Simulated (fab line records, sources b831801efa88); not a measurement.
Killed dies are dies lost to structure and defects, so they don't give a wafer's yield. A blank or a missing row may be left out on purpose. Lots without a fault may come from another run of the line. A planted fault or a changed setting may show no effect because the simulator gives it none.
A struck lot beside a sound one | flow sky130 | 44 steps out of a route of 708
Sound: wafers L949.2, L949.3, L949.4. Struck: wafers L957.3, L957.4, L957.6. The cause comes at the end.
At each step with rows: each side's tool, then ch and its chambers, then its first start. Under that, the readings that differ: sound wafers | struck wafers | difference of the means | sigmas: that difference in standard deviations of wafers without a fault.
alike: readings whose means differ by less than 2 such deviations, and words and numbers that are the same on both sides. not compared: withheld readings, readings that some wafer has no value for, bounds like >300 that may hide the same value, and numbers for which the record gives no deviation and whose values overlap.
The two part at a step that has a row with sigmas, a row that says differs or no value, or rows on one side only. Numbers that don't overlap but have no deviation are shown without sigmas and don't part them. A reading that every wafer of one side lacks parts them only if that side has two wafers or more.

first, 1 step without rows for these wafers: SKY_SONOS_TUNNEL_DEVELOP_06 (develop time 60 s).
SKY_SONOS_TUNNEL_CD_MEAS_07: target cd 410 nm.
  sound on cd_sem-02, day 11 20:16; struck on cd_sem-01, day 14 10:17
  alike: cd_nm
SKY_SONOS_TUNNEL_OVL_MEAS_08:
  sound on overlay-01, day 11 20:23; struck on overlay-01, day 14 10:23
  alike: SONOS_TUNNEL_OVL
then, 3 steps without rows for these wafers: SKY_SONOS_TUNNEL_IMPLANT_09; SKY_SONOS_TUNNEL_WET_ETCH_10 (etches SiO2 in dHF, target depth 14 nm, time 280 s); SKY_SONOS_TUNNEL_STRIP_11 (strips in SPM, time 600 s).
SKY_SONOS_TUNNEL_TW_MEAS_12:
  sound on film_metro-04, day 11 20:50; struck on film_metro-02, day 14 10:51
  alike: SONOS_TUNNEL_TW
then, 2 steps without rows for these wafers: SKY_SONOS_TUNNEL_CLEAN_13 (cleans in dHF, time 20 s); SKY_SONOS_ONO_OXIDATION_00 (stabilise 600 s, purge 300 s, target thk 2.6 nm).
SKY_SONOS_ONO_THK_MEAS_01:
  sound on film_metro-04, day 12 02:55; struck on film_metro-04, day 14 12:16
  alike: SONOS_ONO_OXIDATION_THK
then, 1 step without rows for these wafers: SKY_SONOS_ONO_CVD_02 (deposits Si3N4 from DCS/NH3, target thk 10.5 nm, time 180 s).
SKY_SONOS_ONO_THK_MEAS_03:
  sound on film_metro-02, day 12 04:28; struck on film_metro-04, day 14 14:53
  alike: SONOS_ONO_CVD_02_THK
SKY_SONOS_ONO_CVD_04: deposits SiO2 from SiH4/N2O, target thk 5.7199 nm.
  sound on lpcvd-03 ch 0, day 12 04:31; struck on lpcvd-03 ch 0, day 14 14:55
  reading                                    | sound             | struck            | difference | sigmas
  spike_tc_bottom_C (C)                      | 918.2 919.0 916.8 | 953.7 953.3 952.5 | +35.2      | +27
  spike_tc_centre_C (C)                      | 900.3 901.1 899.9 | 934.1 932.5 934.3 | +33.2      | +34
  spike_tc_lower_C (C)                       | 899.3 899.5 898.5 | 934.7 932.9 933.7 | +34.7      | +36
  spike_tc_top_C (C)                         | 911.0 911.0 910.9 | 944.6 945.4 946.2 | +34.4      | +34
  spike_tc_upper_C (C)                       | 900.3 898.7 899.8 | 932.9 933.9 932.5 | +33.5      | +26
  susceptor_temp_C (C)                       | 899.9 899.7 899.7 | 934.6 935.0 935.4 | +35.2      | +86
  zone_power_bottom_pct (%)                  | 25.6 25.7 26.5    | 28.5 27.8 28.4    | +2.3       | +8
  zone_power_centre_pct (%)                  | 20.4 20.4 20.8    | 22.1 22.5 22.3    | +1.8       | +5
  zone_power_upper_pct (%)                   | 17.51 17.24 17.73 | 19.28 19.03 18.72 | +1.52      | +8
  model.SiO2_of_SONOS_ONO_CVD_04.thk_nm (nm) | 5.427 5.419 5.387 | 9.037 9.085 9.205 | +3.698     |
SKY_SONOS_ONO_THK_MEAS_05:
  sound on film_metro-02, day 12 06:23; struck on film_metro-04, day 14 17:45
  reading                   | sound          | struck         | difference | sigmas
  SONOS_ONO_CVD_04_THK (nm) | 5.44 5.37 5.39 | 9.01 9.10 9.21 | +3.71      | +31
then, 7 steps without rows for these wafers: SKY_SONOS_ONO_DEHYDRATE_06 (time 60 s); SKY_SONOS_ONO_HMDS_07 (prime time 60 s); SKY_SONOS_ONO_COAT_08 (resist thk 1140 nm); SKY_SONOS_ONO_SOFTBAKE_09 (time 60 s); SKY_SONOS_ONO_EXPOSE_10 (exposes mask ONOM, target cd 410 nm); SKY_SONOS_ONO_PEB_11; SKY_SONOS_ONO_DEVELOP_12 (develop time 60 s).
SKY_SONOS_ONO_CD_MEAS_13: target cd 410 nm.
  sound on cd_sem-02, day 13 07:25; struck on cd_sem-01, day 15 19:32
  reading    | sound             | struck            | difference | sigmas
  cd_nm (nm) | 412.9 413.4 412.6 | 409.3 408.2 406.8 | -4.9       | -3
SKY_SONOS_ONO_OVL_MEAS_14:
  sound on overlay-02, day 13 07:31; struck on overlay-02, day 15 19:38
  alike: SONOS_ONO_OVL
SKY_SONOS_ONO_ETCH_15: etches the open film in CHF3/O2, target depth 19.52 nm, time 7.8 s.
  sound on rie_diel-02 ch 1,2,3, day 13 07:33; struck on rie_diel-02 ch 0,1,2, day 15 19:39
  alike: drypump_motor_current_A, oes_product_au, throttle_valve_pct
  not compared: rf_hours_counter_h
then, 1 step without rows for these wafers: SKY_SONOS_ONO_WET_ETCH_16 (etches SiO2 in dHF, target depth 14 nm, time 280 s).
SKY_SONOS_ONO_STRIP_17: strips in O2/N2.
  sound on plasma_asher-03 ch 0,1, day 13 07:45; struck on plasma_asher-03 ch 0,1, day 15 19:47
  alike: drypump_motor_current_A, oes_product_au, strip_time_to_endpoint_s
  not compared: rf_hours_counter_h
then, 3 steps without rows for these wafers: SKY_SONOS_ONO_WET_ETCH_18 (etches Si3N4 in H3PO4, target depth 15 nm, time 172 s); SKY_GATE_OXIDE_CLEAN_00 (cleans in SC1/SC2, time 150 s); SKY_GATE_OXIDE_OXIDATION_01 (stabilise 600 s, purge 300 s, target thk 10.268 nm).
SKY_GATE_OXIDE_THK_MEAS_02:
  sound on film_metro-01, day 13 12:17; struck on film_metro-03, day 16 00:40
  alike: GATE_OXIDE_OXIDATION_00_THK
then, 7 steps without rows for these wafers: SKY_GATE_OXIDE_DEHYDRATE_03 (time 60 s); SKY_GATE_OXIDE_HMDS_04 (prime time 60 s); SKY_GATE_OXIDE_COAT_05 (resist thk 1140 nm); SKY_GATE_OXIDE_SOFTBAKE_06 (time 60 s); SKY_GATE_OXIDE_EXPOSE_07 (exposes mask LVOM, target cd 600 nm); SKY_GATE_OXIDE_PEB_08; SKY_GATE_OXIDE_DEVELOP_09 (develop time 60 s).
SKY_GATE_OXIDE_OVL_MEAS_10:
  sound on overlay-01, day 14 13:34; struck on overlay-01, day 17 05:31
  alike: GATE_OXIDE_OVL
then, 2 steps without rows for these wafers: SKY_GATE_OXIDE_IMPLANT_11; SKY_GATE_OXIDE_WET_ETCH_12 (etches SiO2 in dHF, target depth 16.8 nm, time 336 s).
SKY_GATE_OXIDE_STRIP_13: strips in O2/N2.
  sound on plasma_asher-01 ch 0,1, day 14 13:50; struck on plasma_asher-01 ch 0,1, day 17 05:49
  alike: drypump_motor_current_A, oes_product_au, strip_time_to_endpoint_s
  not compared: rf_hours_counter_h
SKY_GATE_OXIDE_TW_MEAS_14:
  sound on film_metro-03, day 14 13:57; struck on film_metro-01, day 17 05:55
  reading       | sound             | struck            | difference | sigmas
  GATE_OXIDE_TW | 225.3 225.5 225.8 | 220.5 220.7 219.9 | -5.2       | -2
SKY_GATE_OXIDE_CLEAN_15: cleans in SC1/SC2, time 150 s.
  sound on wet_bench-03 ch 0, day 14 14:00; struck on wet_bench-01 ch 3, day 17 05:57
  reading                                    | sound             | struck            | difference | sigmas
  model.SiO2_of_SONOS_ONO_CVD_04.thk_nm (nm) | 3.934 3.918 3.891 | 7.516 7.561 7.684 | +3.673     |
then, 1 step without rows for these wafers: SKY_PAD_OPEN_PROBE_99.

WHERE THEY PART
First at SKY_SONOS_ONO_CVD_04; last, within this record, at SKY_GATE_OXIDE_TW_MEAS_14.

WHY: what the simulator had put in
Process parameter drift: lpcvd-03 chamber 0, from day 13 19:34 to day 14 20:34, at SKY_SONOS_ONO_CVD_04. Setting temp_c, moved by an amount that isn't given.
